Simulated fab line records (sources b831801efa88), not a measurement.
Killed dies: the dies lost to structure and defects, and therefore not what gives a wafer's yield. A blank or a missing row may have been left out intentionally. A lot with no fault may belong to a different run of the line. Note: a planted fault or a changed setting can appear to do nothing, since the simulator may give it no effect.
Chamber matching | flow sfq-line | SFQ_TRILAYER_I6_DEP_PECVD_165 on pecvd-02 has 3 sister chambers
The step deposits SiO2 from SiH4/N2O, time 111.11 s, target thk 500 nm. 6 wafers are shown with their chamber, then 7 later ones without.

== WAFERS PAIRED WITH THEIR CHAMBERS ==
wafer  | chamber | throttle-valve-pct (%) | heater-power-w (W)
L800.1 | 0       | 24.4                   | 87
L801.2 | 1       | 26.0                   | 94
L801.3 | 2       | 24.4                   | 69
L801.5 | 1       | 25.9                   | 95
L803.2 | 2       | 24.6                   | 83
L803.4 | 0       | 24.1                   | 85

== WAFERS WITHOUT THEIR CHAMBER ==
wafer  | throttle-valve-pct (%) | heater-power-w (W)
L803.6 | 24.3                   | 82
L810.1 | 24.3                   | 76
L810.2 | 26.1                   | 91
L810.4 | 25.9                   | 96
L814.1 | 26.0                   | 99
L814.5 | 26.0                   | 102
L814.6 | 24.5                   | 71

== WHICH CHAMBER EACH WENT THROUGH ==
wafer  | from the rows above     | in truth
L803.6 | can't be placed: 0 or 2 | 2
L810.1 | can't be placed: 2 or 0 | 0
L810.2 | 1                       | 1
L810.4 | 1                       | 1
L814.1 | 1                       | 1
L814.5 | 1                       | 1
L814.6 | 2                       | 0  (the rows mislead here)
Correctly placed: 4 of 7. Not placeable from these rows: 2 (in 2, the candidates include the true chamber). 1 placed wrongly.
How it was worked out, from the rows above alone: a wafer's distance from a chamber is the root of the sum, over the readings, of the square of ((its reading less the chamber's mean) divided by the reading's scatter). The wafer belongs to the nearest chamber; if the next one is less than 2 further off, it can't be placed. The mean given for a chamber averages the wafers shown for that chamber. How the scatter is found: for the shown wafers, subtract from each reading the mean of its chamber, square and add these, divide the total by (wafers less chambers), then take the root.
